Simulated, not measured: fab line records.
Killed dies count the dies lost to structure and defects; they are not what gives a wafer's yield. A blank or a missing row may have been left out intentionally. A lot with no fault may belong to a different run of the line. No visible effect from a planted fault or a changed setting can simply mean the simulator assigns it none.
fab line records	flow sky130
record: lots: 24	wafers: 72	last-day: 50
route steps=708 shown METAL3@565 METAL4@629 METAL5@666 PAD_OPEN@701
lots untouched by any fault: they come from a run of this same line in which no faults occurred
start-h: start of the lot's first displayed wafer, in hours after the record's first day	wait-h: how many hours have passed since the lot's step before this one	" repeats the value in the row above	L1.1+2: a row that stands for several wafers	- either no value or no given start	* or withheld: withheld	< > ~ a bound
route shown NAME@n: names a module that has steps shown in the file, with the first one's number in the route	usual: average and standard deviation across the fault-free wafers	same: alike in all rows	chamber/n: place in a boat	sites: readings site by site	_std_site: the standard deviation of these	_edge_site: the outer-site mean with the inner-site mean subtracted	radius-mm: for every site, how far away it sits from the centre of the wafer	mask NAME#n: copy n	behind: tool/chamber where the wafer was last shaped	hold: why the lot went on hold/how many hours it stayed there/how the hold came to an end	device: the n, p or np transistor that did not switch	end of line: the tests these same wafers got at the end of their route	where a step has no rows: the recipe by itself	killed: dies that structure and defects cost at the first sort, which is not the same as the wafer's yield	map: per-die view of a wafer (x killed, . not killed, _ where there is no die)
set.NAME: the setting the step ran with; set.NAME@STEP: the setting that earlier step ran with	model.NAME: the simulator's own value behind a step, which no gauge read
a sample of lots followed through the steps of the route, with each step as a table and each wafer as a row
services: a tool's chamber out of use, with start hour (start-h, from the record's first day; less than 0 if before it), hours out, and reason
== steps ==
step: SKY_METAL3_DESCUM_15
recipe: chemistry: O2	source-power-w: 150	bias-power-w: 0	pressure-mtorr: 10	temp-c: 40	time-s: 8
usual: drypump-motor-current-A: 5.7/0.71	he-backside-leak-sccm: 3.36/0.18	oes-product-au: 1.002/0.0092	temp-c: 39.99/0.097
lot.wafer	tool	chamber	start-h	wait-h	drypump-motor-current-A	he-backside-leak-sccm	oes-product-au	rf-hours-counter-h	temp-c
L074.2	rie-metal-01	0	900.11	0.0	5.3	3.61	1.005	7	39.94
L074.4	"	0	"	"	5.3	3.49	1.013	-	40.07
L074.5	"	1	"	"	4.9	3.27	1.002	-	40.07
L075.1	rie-metal-01	0	914.59	0.0	5.2	3.47	1.010	7	39.92
L075.4	"	0	"	"	5.3	3.57	1.013	-	40.13
L075.6	"	1	"	"	4.8	3.12	0.996	-	39.88
L076.3	rie-metal-04	0	919.75	0.0	5.5	3.09	0.990	-	40.06
L076.4	"	1	"	"	6.8	3.54	1.006	-	39.96
L076.5	"	1	"	"	6.8	3.58	1.002	-	40.21
L077.1	rie-metal-04	1	930.81	0.0	6.8	3.56	1.005	12	40.02
L077.4	"	0	"	"	5.5	3.14	0.991	-	39.96
L077.5	"	0	"	"	5.5	3.14	0.989	-	39.78
L078.4	rie-metal-02	1	944.49	0.0	6.4	3.46	1.003	-	40.00
L078.5	"	1	"	"	6.4	3.38	1.007	-	39.77
L078.6	"	1	"	"	6.3	3.50	0.995	-	39.90
L079.2	rie-metal-01	0	953.39	0.0	5.2	3.55	1.002	9	39.70
L079.4	"	0	"	"	5.3	3.69	0.997	-	39.99
L079.6	"	0	"	"	5.3	3.62	0.998	-	39.96
L081.1	rie-metal-01	0	957.97	0.0	5.3	3.56	1.005	9	40.06
L081.2	"	1	"	"	4.9	3.16	0.991	15	40.16
L081.5	"	0	"	"	5.2	3.41	1.017	-	40.03
L080.1	rie-metal-04	1	959.34	0.0	6.8	3.54	1.013	14	39.84
L080.5	"	1	"	"	6.8	3.48	1.006	-	39.83
L080.6	"	0	"	"	5.5	3.15	0.998	-	39.99
L082.1	rie-metal-01	1	968.89	0.0	4.9	3.14	0.988	15	40.02
L082.3	"	0	"	"	5.3	3.41	1.012	-	39.98
L082.5	"	1	"	"	4.9	3.26	0.988	-	40.07
L083.4	rie-metal-01	1	972.08	0.0	4.9	3.13	0.991	-	40.02
L083.5	"	0	"	"	5.2	3.43	1.014	-	39.99
L083.6	"	1	"	"	4.9	3.26	0.993	-	40.02
L084.1	rie-metal-04	0	987.54	0.0	5.5	3.45	1.000	18	40.00
L084.3	"	0	"	"	5.5	3.35	1.007	-	39.99
L084.4	"	1	"	"	6.8	3.63	1.016	-	39.94
L085.2	rie-metal-04	0	989.44	0.0	5.5	3.19	1.004	18	40.06
L085.3	"	0	"	"	5.5	3.29	1.014	-	40.07
L085.6	"	0	"	"	5.5	3.25	1.009	-	39.99
L086.1	rie-metal-04	0	997.12	0.0	5.5	3.18	1.006	18	39.82
L086.4	"	1	"	"	6.8	3.51	1.000	-	40.13
L086.6	"	1	"	"	6.8	3.49	1.001	-	39.98
L087.1	rie-metal-04	1	1001.76	0.0	6.8	3.43	1.018	16	39.88
L087.2	"	0	"	"	5.5	3.16	1.011	19	40.03
L087.4	"	0	"	"	5.4	3.22	1.012	-	40.08
L088.2	rie-metal-01	1	1007.56	0.0	4.9	3.17	0.996	18	39.85
L088.4	"	1	"	"	4.8	3.04	0.999	-	40.02
L088.5	"	0	"	"	5.3	3.61	1.005	-	39.90
L089.3	rie-metal-02	0	1013.57	0.0	6.0	3.31	1.013	-	39.99
L089.5	"	0	"	"	6.0	3.38	1.006	-	40.08
L089.6	"	1	"	"	6.3	3.30	0.987	-	40.05
L090.1	rie-metal-04	1	1015.64	0.0	6.8	3.61	1.018	17	40.04
L090.4	"	1	"	"	6.8	3.54	1.009	-	40.01
L090.5	"	1	"	"	6.8	3.53	1.012	-	40.07
L091.2	rie-metal-04	1	1023.44	0.0	6.8	3.32	1.012	17	40.05
L091.3	"	1	"	"	6.8	3.44	1.000	-	40.07
L091.6	"	1	"	"	6.8	3.46	1.003	-	40.19
L092.1	rie-metal-01	1	1034.46	0.0	4.8	3.00	0.992	20	39.89
L092.2	"	0	"	"	5.2	3.64	1.000	14	40.05
L092.3	"	0	"	"	5.2	3.61	0.996	-	39.77
L093.1	rie-metal-01	0	1038.74	0.0	5.3	3.54	1.010	14	39.95
L093.3	"	1	"	"	4.9	3.16	1.005	-	39.88
L093.5	"	0	"	"	5.3	3.77	1.004	-	40.11
L094.1	rie-metal-01	0	1044.86	0.0	5.3	3.66	0.997	15	39.84
L094.4	"	0	"	"	5.3	3.60	1.003	-	39.78
L094.6	"	0	"	"	5.3	3.49	1.001	-	39.92
L095.2	rie-metal-02	1	1052.87	0.0	6.4	3.26	0.990	15	40.08
L095.3	"	1	"	"	6.3	3.34	0.983	-	40.09
L095.6	"	0	"	"	6.0	3.48	1.012	-	40.05
L096.1	rie-metal-02	0	1055.01	0.0	6.0	3.36	1.010	19	40.10
L096.2	"	1	"	"	6.4	3.24	0.995	15	39.84
L096.3	"	0	"	"	6.0	3.25	1.017	-	40.03
L097.4	rie-metal-04	1	1059.93	0.0	6.8	3.53	1.013	-	39.85
L097.5	"	0	"	"	5.5	3.34	1.003	-	39.95
L097.6	"	1	"	"	6.8	3.48	1.015	-	39.97
step: SKY_METAL3_ETCH_17
recipe: target: SiO2	stop-on: TiN	chemistry: C4F8/O2/Ar	source-w: 1500	bias-w: 1200	pressure-mtorr: 40	c4f8-flow-sccm: withheld	O2_flow_sccm: 6	Ar_flow_sccm: 300	time-s: 3.9	target-depth-a: 150
usual: oes-product-au: 0.756/0.0064
lot.wafer	tool	chamber	start-h	wait-h	oes-product-au	rf-hours-counter-h
L074.2	rie-diel-01	1	900.24	0.1	0.761	2
L074.4	"	2	"	"	0.758	6
L074.5	"	0	"	"	0.759	-
L075.1	rie-diel-01	2	914.72	0.1	0.760	6
L075.4	"	2	"	"	0.766	-
L075.6	"	1	"	"	0.753	-
L076.3	rie-diel-04	3	919.87	0.0	0.747	8
L076.4	"	1	"	"	0.750	10
L076.5	"	1	"	"	0.755	-
L077.1	rie-diel-02	2	930.94	0.1	0.752	22
L077.4	"	1	"	"	0.761	10
L077.5	"	0	"	"	0.756	-
L078.4	rie-diel-02	1	944.72	0.1	0.750	11
L078.5	"	3	"	"	0.764	-
L078.6	"	0	"	"	0.750	-
L079.2	rie-diel-04	3	953.56	0.1	0.761	9
L079.4	"	1	"	"	0.767	10
L079.6	"	3	"	"	0.751	-
L081.1	rie-diel-01	0	958.10	0.1	0.755	14
L081.2	"	3	"	"	0.760	13
L081.5	"	1	"	"	0.765	-
L080.1	rie-diel-02	0	959.47	0.1	0.758	11
L080.5	"	3	"	"	0.761	-
L080.6	"	2	"	"	0.756	-
L082.1	rie-diel-04	1	969.02	0.1	0.758	11
L082.3	"	0	"	"	0.751	4
L082.5	"	1	"	"	0.762	-
L083.4	rie-diel-01	3	972.21	0.0	0.753	-
L083.5	"	0	"	"	0.757	-
L083.6	"	2	"	"	0.753	-
L084.1	rie-diel-01	0	987.67	0.1	0.762	15
L084.3	"	3	"	"	0.760	14
L084.4	"	1	"	"	0.756	4
L085.2	rie-diel-04	0	989.57	0.1	0.746	4
L085.3	"	3	"	"	0.758	10
L085.6	"	0	"	"	0.762	-
L086.1	rie-diel-02	1	997.25	0.1	0.745	12
L086.4	"	0	"	"	0.750	12
L086.6	"	3	"	"	0.753	-
L087.1	rie-diel-04	1	1001.89	0.1	0.740	12
L087.2	"	0	"	"	0.764	5
L087.4	"	0	"	"	0.765	-
L088.2	rie-diel-01	2	1007.69	0.1	0.757	9
L088.4	"	1	"	"	0.754	-
L088.5	"	2	"	"	0.769	-
L089.3	rie-diel-01	2	1013.69	0.0	0.758	9
L089.5	"	0	"	"	0.760	-
L089.6	"	1	"	"	0.759	-
L090.1	rie-diel-01	2	1015.77	0.1	0.747	9
L090.4	"	0	"	"	0.761	16
L090.5	"	1	"	"	0.757	-
L091.2	rie-diel-01	0	1023.57	0.1	0.741	16
L091.3	"	1	"	"	0.765	5
L091.6	"	0	"	"	0.759	-
L092.1	rie-diel-04	1	1034.59	0.1	0.763	13
L092.2	"	3	"	"	0.758	12
L092.3	"	0	"	"	0.752	6
L093.1	rie-diel-04	0	1038.87	0.1	0.760	6
L093.3	"	1	"	"	0.749	13
L093.5	"	3	"	"	0.762	-
L094.1	rie-diel-01	0	1044.99	0.1	0.741	17
L094.4	"	1	"	"	0.765	6
L094.6	"	3	"	"	0.761	-
L095.2	rie-diel-01	3	1053.00	0.1	0.746	16
L095.3	"	0	"	"	0.742	17
L095.6	"	3	"	"	0.763	-
L096.1	rie-diel-01	3	1055.14	0.1	0.750	16
L096.2	"	2	"	"	0.770	11
L096.3	"	1	"	"	0.752	6
L097.4	rie-diel-02	1	1060.05	0.0	0.757	15
L097.5	"	2	"	"	0.770	-
L097.6	"	3	"	"	0.766	-
step: SKY_METAL4_CD_MEAS_13
recipe: target-cd-nm: 300
usual: cd-nm: 299.8/1.7
lot.wafer	tool	chamber	start-h	wait-h	cd-nm
L074.2	cd-sem-01	-	979.48	-	299.5
L074.4	"	-	"	"	300.9
L074.5	"	-	"	"	300.4
L075.1	cd-sem-01	-	992.36	-	299.9
L075.4	"	-	"	"	299.6
L075.6	"	-	"	"	300.2
L076.3	cd-sem-01	-	997.35	-	299.7
L076.4	"	-	"	"	300.6
L076.5	"	-	"	"	298.9
L077.1	cd-sem-01	-	1008.26	-	301.2
L077.4	"	-	"	"	299.3
L077.5	"	-	"	"	300.4
L078.4	cd-sem-01	-	1022.39	-	297.8
L078.5	"	-	"	"	297.4
L078.6	"	-	"	"	299.2
L079.2	cd-sem-02	-	1029.88	-	297.5
L079.4	"	-	"	"	296.5
L079.6	"	-	"	"	299.1
L081.1	cd-sem-02	-	1033.86	-	302.5
L081.2	"	-	"	"	302.3
L081.5	"	-	"	"	301.8
L080.1	cd-sem-01	-	1034.56	-	300.0
L080.5	"	-	"	"	300.7
L080.6	"	-	"	"	301.0
L082.1	cd-sem-01	-	1043.38	-	297.2
L082.3	"	-	"	"	296.8
L082.5	"	-	"	"	296.8
L083.4	cd-sem-01	-	1046.69	-	299.2
L083.5	"	-	"	"	299.2
L083.6	"	-	"	"	299.8
L084.1	cd-sem-02	-	1061.38	-	303.3
L084.3	"	-	"	"	302.7
L084.4	"	-	"	"	302.6
L085.2	cd-sem-01	-	1062.55	-	297.2
L085.3	"	-	"	"	297.5
L085.6	"	-	"	"	295.9
L086.1	cd-sem-02	-	1070.48	-	303.3
L086.4	"	-	"	"	301.6
L086.6	"	-	"	"	302.8
L087.1	cd-sem-02	-	1074.06	-	298.9
L087.2	"	-	"	"	299.4
L087.4	"	-	"	"	300.0
L088.2	cd-sem-02	-	1078.23	-	299.3
L088.4	"	-	"	"	300.2
L088.5	"	-	"	"	300.0
L089.3	cd-sem-01	-	1085.20	-	300.7
L089.5	"	-	"	"	302.0
L089.6	"	-	"	"	301.4
L090.1	cd-sem-02	-	1085.81	-	298.7
L090.4	"	-	"	"	297.9
L090.5	"	-	"	"	299.0
L091.2	cd-sem-01	-	1092.38	-	296.6
L091.3	"	-	"	"	298.7
L091.6	"	-	"	"	297.7
L092.1	cd-sem-01	-	1101.13	-	301.6
L092.2	"	-	"	"	301.4
L092.3	"	-	"	"	300.5
L093.1	cd-sem-01	-	1104.56	-	300.2
L093.3	"	-	"	"	298.0
L093.5	"	-	"	"	299.8
L094.1	cd-sem-01	-	1109.86	-	299.9
L094.4	"	-	"	"	298.2
L094.6	"	-	"	"	298.1
L095.2	cd-sem-01	-	1116.28	-	299.5
L095.3	"	-	"	"	300.5
L095.6	"	-	"	"	300.3
L096.1	cd-sem-02	-	1119.03	-	303.1
L096.2	"	-	"	"	302.7
L096.3	"	-	"	"	301.4
L097.4	cd-sem-01	-	1124.32	-	298.3
L097.5	"	-	"	"	299.5
L097.6	"	-	"	"	298.9
step: SKY_METAL4_DESCUM_15
recipe: chemistry: O2	source-power-w: 150	bias-power-w: 0	pressure-mtorr: 10	temp-c: 40	time-s: 8
usual: drypump-motor-current-A: 5.5/0.49	he-backside-leak-sccm: 3.30/0.23	oes-product-au: 1.004/0.01	temp-c: 39.98/0.11
lot.wafer	tool	chamber	start-h	wait-h	drypump-motor-current-A	he-backside-leak-sccm	oes-product-au	rf-hours-counter-h	temp-c
L074.2	rie-metal-03	1	979.61	0.0	5.8	3.17	1.007	11	39.99
L074.4	"	1	"	"	5.8	3.18	1.009	-	40.24
L074.5	"	1	"	"	5.8	3.28	1.014	-	40.05
L075.1	rie-metal-01	1	992.51	0.0	4.9	3.35	0.992	17	40.00
L075.4	"	1	"	"	4.8	3.16	0.993	-	39.94
L075.6	"	0	"	"	5.3	3.68	1.001	-	40.09
L076.3	rie-metal-03	1	997.48	0.0	5.8	3.15	1.012	-	40.05
L076.4	"	0	"	"	5.0	3.51	1.019	-	39.99
L076.5	"	0	"	"	5.0	3.43	1.016	-	40.02
L077.1	rie-metal-03	0	1008.41	0.0	5.0	3.27	1.006	8	40.28
L077.4	"	0	"	"	5.0	3.37	1.014	-	40.11
L077.5	"	0	"	"	5.0	3.23	1.016	-	40.27
L078.4	rie-metal-01	0	1022.50	0.0	5.3	3.58	1.013	-	39.85
L078.5	"	1	"	"	4.9	3.33	0.988	-	39.91
L078.6	"	0	"	"	5.3	3.37	1.000	-	40.06
L079.2	rie-metal-03	0	1030.01	0.0	5.0	3.00	1.021	9	39.99
L079.4	"	1	"	"	5.8	3.25	1.006	-	39.90
L079.6	"	0	"	"	5.0	3.06	1.019	-	40.07
L081.1	rie-metal-02	0	1034.01	0.0	6.0	3.42	1.017	17	40.15
L081.2	"	1	"	"	6.4	3.22	0.973	14	39.94
L081.5	"	0	"	"	6.0	3.35	1.014	-	40.00
L080.1	rie-metal-03	0	1034.71	0.0	5.0	3.19	1.012	10	39.97
L080.5	"	0	"	"	5.0	3.22	0.999	-	39.91
L080.6	"	1	"	"	5.8	3.28	1.015	-	39.83
L082.1	rie-metal-03	1	1043.54	0.0	5.8	3.13	0.998	14	40.09
L082.3	"	0	"	"	5.0	3.28	1.007	-	39.83
L082.5	"	1	"	"	5.8	3.27	0.997	-	40.01
L083.4	rie-metal-03	0	1046.80	0.0	5.0	3.25	1.002	-	40.04
L083.5	"	1	"	"	5.8	3.22	1.006	-	40.04
L083.6	"	0	"	"	5.0	4.85	0.997	-	40.06
L084.1	rie-metal-03	0	1061.54	0.0	5.0	3.14	1.007	11	39.99
L084.3	"	1	"	"	5.8	3.32	1.002	-	39.75
L084.4	"	0	"	"	5.0	3.02	1.015	-	40.06
L085.2	rie-metal-03	0	1062.69	0.0	5.0	2.78	1.014	11	40.07
L085.3	"	1	"	"	5.8	3.18	1.017	-	40.17
L085.6	"	0	"	"	5.0	3.09	1.008	-	39.98
L086.1	rie-metal-02	0	1070.64	0.0	6.0	3.44	1.006	20	40.06
L086.4	"	1	"	"	6.3	3.25	0.997	-	40.03
L086.6	"	1	"	"	6.3	3.27	1.008	-	39.98
L087.1	rie-metal-01	0	1074.22	0.0	5.2	3.85	0.989	17	39.84
L087.2	"	1	"	"	4.9	3.13	0.987	23	39.80
L087.4	"	0	"	"	5.2	3.56	1.001	-	39.98
L088.2	rie-metal-03	0	1078.37	0.0	5.0	3.54	1.006	12	39.99
L088.4	"	1	"	"	5.8	3.19	1.002	-	39.92
L088.5	"	0	"	"	5.0	3.74	1.016	-	40.01
L089.3	rie-metal-02	0	1085.32	0.0	6.0	3.44	1.013	-	40.20
L089.5	"	1	"	"	6.3	3.47	0.991	-	39.99
L089.6	"	0	"	"	6.0	3.44	1.002	-	40.21
L090.1	rie-metal-03	0	1085.97	0.0	5.0	3.04	1.007	13	39.93
L090.4	"	1	"	"	5.8	3.21	1.000	-	39.87
L090.5	"	1	"	"	5.8	3.32	1.003	-	40.04
L091.2	rie-metal-03	0	1092.52	0.0	5.0	3.42	1.011	13	40.01
L091.3	"	1	"	"	5.8	3.15	1.013	-	39.98
L091.6	"	0	"	"	5.0	3.38	1.005	-	40.00
L092.1	rie-metal-03	1	1101.29	0.0	5.8	3.27	1.008	18	40.18
L092.2	"	0	"	"	5.0	3.22	1.007	14	40.02
L092.3	"	1	"	"	5.8	3.25	1.006	-	40.02
L093.1	rie-metal-02	0	1104.71	0.0	6.0	3.32	1.008	23	40.17
L093.3	"	1	"	"	6.3	3.04	0.982	-	39.97
L093.5	"	0	"	"	6.0	3.20	1.012	-	40.01
L094.1	rie-metal-01	0	1110.01	0.0	5.2	3.77	0.992	21	39.90
L094.4	"	0	"	"	5.2	3.66	1.006	-	40.01
L094.6	"	0	"	"	5.3	3.63	1.004	-	40.05
L095.2	rie-metal-01	1	1116.41	0.0	4.9	3.12	0.986	25	39.85
L095.3	"	0	"	"	5.2	3.58	1.003	-	39.90
L095.6	"	1	"	"	4.9	3.12	0.994	-	39.89
L096.1	rie-metal-01	1	1119.19	0.0	4.9	2.95	0.986	25	40.01
L096.2	"	0	"	"	5.3	3.49	0.995	22	39.81
L096.3	"	1	"	"	4.9	3.08	0.985	-	39.95
L097.4	rie-metal-02	1	1124.42	0.0	6.4	3.13	0.994	-	39.91
L097.5	"	0	"	"	6.0	3.44	1.000	-	40.01
L097.6	"	1	"	"	6.4	3.42	0.983	-	40.05
step: SKY_METAL5_RS_MEAS_05
recipe: thk-meas-gauge: four-point-probe	reads: TiN_of_METAL5_SPUTTER_04+Ti_of_METAL5_SPUTTER_03+AlCu_of_METAL5_SPUTTER_02+TiN_of_METAL5_SPUTTER_01+Ti_of_METAL5_SPUTTER_00
usual: METAL5_ALCU_RS: 0.02713/0.0003
lot.wafer	tool	chamber	start-h	wait-h	METAL5_ALCU_RS[ohm/sq]
L074.2	film-metro-02	-	1006.30	0.0	0.02742
L074.4	"	-	"	"	0.02745
L074.5	"	-	"	"	0.02768
L075.1	film-metro-03	-	1019.30	0.0	0.02746
L075.4	"	-	"	"	0.02744
L075.6	"	-	"	"	0.02758
L076.3	film-metro-03	-	1024.24	0.1	0.02727
L076.4	"	-	"	"	0.02682
L076.5	"	-	"	"	0.02704
L077.1	film-metro-01	-	1035.05	0.0	0.02672
L077.4	"	-	"	"	0.02678
L077.5	"	-	"	"	0.02677
L078.4	film-metro-02	-	1047.88	0.1	0.02748
L078.5	"	-	"	"	0.02766
L078.6	"	-	"	"	0.02758
L079.2	film-metro-03	-	1055.39	0.0	0.02752
L079.4	"	-	"	"	0.02725
L079.6	"	-	"	"	0.02769
L081.1	film-metro-02	-	1058.92	0.0	0.027
L081.2	"	-	"	"	0.0271
L081.5	"	-	"	"	0.02702
L080.1	film-metro-02	-	1060.08	0.0	0.02653
L080.5	"	-	"	"	0.02679
L080.6	"	-	"	"	0.02706
L082.1	film-metro-01	-	1068.37	0.0	0.02738
L082.3	"	-	"	"	0.02723
L082.5	"	-	"	"	0.02724
L083.4	film-metro-03	-	1071.98	0.1	0.02706
L083.5	"	-	"	"	0.02688
L083.6	"	-	"	"	0.02662
L084.1	film-metro-03	-	1089.30	0.0	0.02733
L084.3	"	-	"	"	0.02738
L084.4	"	-	"	"	0.02704
L085.2	film-metro-02	-	1089.92	0.0	0.02716
L085.3	"	-	"	"	0.0267
L085.6	"	-	"	"	0.0267
L086.1	film-metro-01	-	1096.54	0.1	0.02693
L086.4	"	-	"	"	0.02723
L086.6	"	-	"	"	0.02728
L087.1	film-metro-02	-	1100.10	0.0	0.02694
L087.2	"	-	"	"	0.0273
L087.4	"	-	"	"	0.02702
L088.2	film-metro-03	-	1101.62	0.0	0.02726
L088.4	"	-	"	"	0.02735
L088.5	"	-	"	"	0.02728
L089.3	film-metro-02	-	1108.31	0.1	0.02707
L089.5	"	-	"	"	0.02703
L089.6	"	-	"	"	0.02687
L090.1	film-metro-01	-	1109.77	0.0	0.02691
L090.4	"	-	"	"	0.02659
L090.5	"	-	"	"	0.0268
L091.2	film-metro-01	-	1117.61	0.0	0.02751
L091.3	"	-	"	"	0.02725
L091.6	"	-	"	"	0.0275
L092.1	film-metro-02	-	1124.62	0.0	0.02668
L092.2	"	-	"	"	0.02692
L092.3	"	-	"	"	0.02701
L093.1	film-metro-03	-	1127.09	0.0	0.02731
L093.3	"	-	"	"	0.02706
L093.5	"	-	"	"	0.02729
L094.1	film-metro-01	-	1132.42	0.0	0.02681
L094.4	"	-	"	"	0.02692
L094.6	"	-	"	"	0.02689
L095.2	film-metro-02	-	1138.34	0.0	0.02706
L095.3	"	-	"	"	0.02734
L095.6	"	-	"	"	0.02691
L096.1	film-metro-02	-	1142.12	0.0	0.02727
L096.2	"	-	"	"	0.02772
L096.3	"	-	"	"	0.0275
L097.4	film-metro-02	-	1145.97	0.1	0.02667
L097.5	"	-	"	"	0.02686
L097.6	"	-	"	"	0.02697
step: SKY_PAD_OPEN_ETCH_07
recipe: chemistry: CF4/O2	target-depth-nm: 725	stop-on: AlCu	source-w: 800	bias-w: 150	pressure-mtorr: 150	cf4-flow-sccm: 80	O2_flow_sccm: 10	time-s: 161.1
usual: drypump-motor-current-A: 5.9/0.53	oes-product-au: 0.976/0.0068	throttle-valve-pct: 5.965/0.011
lot.wafer	tool	chamber	start-h	wait-h	drypump-motor-current-A	oes-product-au	rf-hours-counter-h	throttle-valve-pct
L074.2	rie-diel-04	3	1075.68	-	5.3	0.982	13	5.949
L074.4	"	2	"	"	5.8	0.983	13	5.978
L074.5	"	0	"	"	6.3	0.973	-	5.961
L075.1	rie-diel-04	0	1086.68	-	6.3	0.974	8	5.970
L075.4	"	1	"	"	6.6	0.981	15	5.982
L075.6	"	0	"	"	6.3	0.970	-	5.966
L076.3	rie-diel-03	2	1090.48	-	6.6	0.967	18	5.968
L076.4	"	0	"	"	5.9	0.976	25	5.963
L076.5	"	0	"	"	5.9	0.985	-	5.960
L077.1	rie-diel-03	0	1097.88	-	5.9	0.978	25	5.970
L077.4	"	3	"	"	6.2	0.976	10	5.985
L077.5	"	0	"	"	5.9	0.983	-	5.966
L078.4	rie-diel-03	2	1108.83	-	6.6	0.969	19	5.951
L078.5	"	3	"	"	6.1	0.969	-	5.959
L078.6	"	2	"	"	6.6	0.979	-	5.945
L079.2	rie-diel-03	3	1115.91	-	6.1	0.971	11	5.955
L079.4	"	1	"	"	4.9	0.968	2	5.977
L079.6	"	2	"	"	6.6	0.977	-	5.971
L081.1	rie-diel-02	0	1120.66	-	5.9	0.975	17	5.967
L081.2	"	1	"	"	5.6	0.971	17	5.965
L081.5	"	1	"	"	5.6	0.980	-	5.966
L080.1	rie-diel-04	3	1121.33	-	5.3	0.971	15	5.962
L080.5	"	0	"	"	6.3	0.965	-	5.961
L080.6	"	1	"	"	6.6	0.977	-	5.957
L082.1	rie-diel-03	2	1129.23	-	6.6	0.969	19	5.966
L082.3	"	0	"	"	5.9	0.978	26	5.954
L082.5	"	2	"	"	6.6	0.974	-	5.974
L083.4	rie-diel-04	0	1133.08	-	6.3	0.977	9	5.974
L083.5	"	0	"	"	6.3	0.972	-	5.961
L083.6	"	1	"	"	6.6	0.985	-	5.961
L084.1	rie-diel-03	3	1147.01	-	6.2	0.967	12	5.989
L084.3	"	2	"	"	6.6	0.966	20	5.953
L084.4	"	1	"	"	4.9	0.983	3	5.971
L085.2	rie-diel-02	1	1147.36	-	5.6	0.983	18	5.986
L085.3	"	3	"	"	6.0	0.970	20	5.955
L085.6	"	0	"	"	5.9	0.987	-	5.974
L086.1	rie-diel-02	1	1155.16	-	5.6	0.969	19	5.979
L086.4	"	1	"	"	5.6	0.988	-	5.955
L086.6	"	3	"	"	6.0	0.975	-	5.940
L087.1	rie-diel-02	0	1158.41	-	5.9	0.980	19	5.955
L087.2	"	1	"	"	5.6	0.968	19	5.977
L087.4	"	1	"	"	5.6	0.977	-	5.975
L088.2	rie-diel-04	0	1160.93	-	6.4	0.972	10	5.955
L088.4	"	3	"	"	5.3	0.988	16	5.956
L088.5	"	3	"	"	5.3	0.979	-	5.950
L089.3	rie-diel-03	1	1166.56	-	4.9	0.985	4	5.960
L089.5	"	2	"	"	6.6	0.983	-	5.972
L089.6	"	3	"	"	6.1	0.985	-	5.973
L090.1	rie-diel-02	1	1167.56	-	5.6	0.972	20	5.958
L090.4	"	3	"	"	6.0	0.974	-	5.976
L090.5	"	0	"	"	5.9	0.977	-	5.962
L091.2	rie-diel-03	1	1174.76	-	5.0	0.977	4	5.989
L091.3	"	3	"	"	6.2	0.972	13	5.950
L091.6	"	3	"	"	6.1	0.982	-	5.952
L092.1	rie-diel-04	0	1180.28	-	6.3	0.968	11	5.964
L092.2	"	3	"	"	5.3	0.979	17	5.961
L092.3	"	2	"	"	5.8	0.980	16	5.976
L093.1	rie-diel-03	3	1182.76	-	6.2	0.972	13	5.965
L093.3	"	0	"	"	5.9	0.983	28	5.955
L093.5	"	2	"	"	6.6	0.976	-	5.965
L094.1	rie-diel-04	2	1186.68	-	5.8	0.969	16	5.966
L094.4	"	1	"	"	6.6	0.981	18	5.976
L094.6	"	3	"	"	5.2	0.978	-	5.941
L095.2	rie-diel-03	3	1192.71	-	6.2	0.960	13	5.967
L095.3	"	1	"	"	5.0	0.967	5	5.979
L095.6	"	1	"	"	5.0	0.980	-	5.963
L096.1	rie-diel-04	1	1194.56	-	6.6	0.979	18	5.965
L096.2	"	0	"	"	6.4	0.979	11	5.967
L096.3	"	2	"	"	5.8	0.980	17	5.975
L097.4	rie-diel-03	3	1198.18	-	6.2	0.962	14	5.962
L097.5	"	0	"	"	5.9	0.979	-	5.954
L097.6	"	3	"	"	6.2	0.975	-	5.956
== services ==
tool	chamber	start-h	hours	kind
rie-diel-01	1	879.58	9.8	repair
rie-metal-01	-	883.66	4.3	pm
rie-diel-04	-	890.11	0.7	repair
rie-diel-01	3	901.83	6.0	repair
rie-diel-01	3	911.02	10.0	repair
rie-diel-04	3	928.11	5.2	repair
rie-diel-01	-	929.86	0.6	repair
rie-metal-01	1	936.99	5.2	repair
rie-metal-01	-	943.99	0.8	repair
rie-diel-01	1	970.35	2.5	repair
rie-diel-04	2	982.73	30.4	repair
rie-diel-01	0	1004.77	5.9	repair
rie-diel-01	1	1024.30	2.1	repair
rie-metal-01	-	1059.48	1.4	pm
rie-diel-01	2	1064.64	51.9	repair
rie-diel-04	-	1082.20	2.8	pm
rie-diel-04	1	1087.16	8.8	repair
rie-metal-01	1	1096.92	15.7	repair
rie-diel-01	1	1102.75	9.4	repair
rie-metal-03	-	1107.28	28.1	pm
rie-diel-04	0	1116.48	2.8	repair
rie-diel-01	2	1118.24	4.1	repair
rie-metal-01	1	1130.28	15.6	repair
rie-diel-01	0	1168.22	17.3	repair
== key ==
fault none
